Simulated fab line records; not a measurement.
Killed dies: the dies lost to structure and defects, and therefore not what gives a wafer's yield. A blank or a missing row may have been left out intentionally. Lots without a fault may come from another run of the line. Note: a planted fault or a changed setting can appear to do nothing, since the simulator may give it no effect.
Chamber matching :: flow sky130 :: SKY_FIELD_ISO_ETCH_15 on rie_diel-02: 4 sister chambers
The step etches the open film in CHF3/O2, stops on Si, target depth 180 nm, time 72 s. 4 wafers are shown with their chamber, then 10 later ones without.

WAFERS PAIRED WITH THEIR CHAMBERS
wafer: L089.2
chamber: 1
rf_fwd_power_W (W): 596.0

wafer: L089.4
chamber: 2
rf_fwd_power_W (W): 597.0

wafer: L090.1
chamber: 0
rf_fwd_power_W (W): 597.3

wafer: L090.2
chamber: 3
rf_fwd_power_W (W): 596.3

WAFERS MISSING THEIR CHAMBER
wafer: L090.5
rf_fwd_power_W (W): 593.2

wafer: L092.1
rf_fwd_power_W (W): 596.9

wafer: L092.3
rf_fwd_power_W (W): 595.3

wafer: L092.6
rf_fwd_power_W (W): 595.4

wafer: L095.4
rf_fwd_power_W (W): 595.9

wafer: L095.5
rf_fwd_power_W (W): 597.7

wafer: L095.6
rf_fwd_power_W (W): 593.4

wafer: L097.3
rf_fwd_power_W (W): 594.3

wafer: L097.5
rf_fwd_power_W (W): 594.3

wafer: L097.6
rf_fwd_power_W (W): 591.2

THE CHAMBER EACH PASSED THROUGH
wafer: L090.5
from the rows above: can't be placed: 1 or 3 or 2 or 0
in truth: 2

wafer: L092.1
from the rows above: can't be placed: 2 or 0 or 3 or 1
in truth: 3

wafer: L092.3
from the rows above: can't be placed: 1 or 3 or 2 or 0
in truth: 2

wafer: L092.6
from the rows above: can't be placed: 1 or 3 or 2 or 0
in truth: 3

wafer: L095.4
from the rows above: can't be placed: 1 or 3 or 2 or 0
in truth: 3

wafer: L095.5
from the rows above: can't be placed: 0 or 2 or 3 or 1
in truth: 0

wafer: L095.6
from the rows above: can't be placed: 1 or 3 or 2 or 0
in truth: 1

wafer: L097.3
from the rows above: can't be placed: 1 or 3 or 2 or 0
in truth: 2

wafer: L097.5
from the rows above: can't be placed: 1 or 3 or 2 or 0
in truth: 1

wafer: L097.6
from the rows above: can't be placed: 1 or 3 or 2 or 0
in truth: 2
Correctly placed: 0 of 10. Unplaceable from these rows: 10, with the true chamber sitting among the candidates in 10. Placed wrongly: 0.
How it was worked out, from the rows above alone: a wafer's distance from a chamber is the root of the sum, over the readings, of the square of ((its reading less the chamber's mean) divided by the reading's scatter). The wafer belongs to the nearest chamber; if the next one is less than 2 further off, it can't be placed. A chamber's mean is the mean of its shown wafers. The scatter (one wafer shown for each chamber): square how far every hidden wafer sits from the nearest shown wafer, average those squares and take the square root.
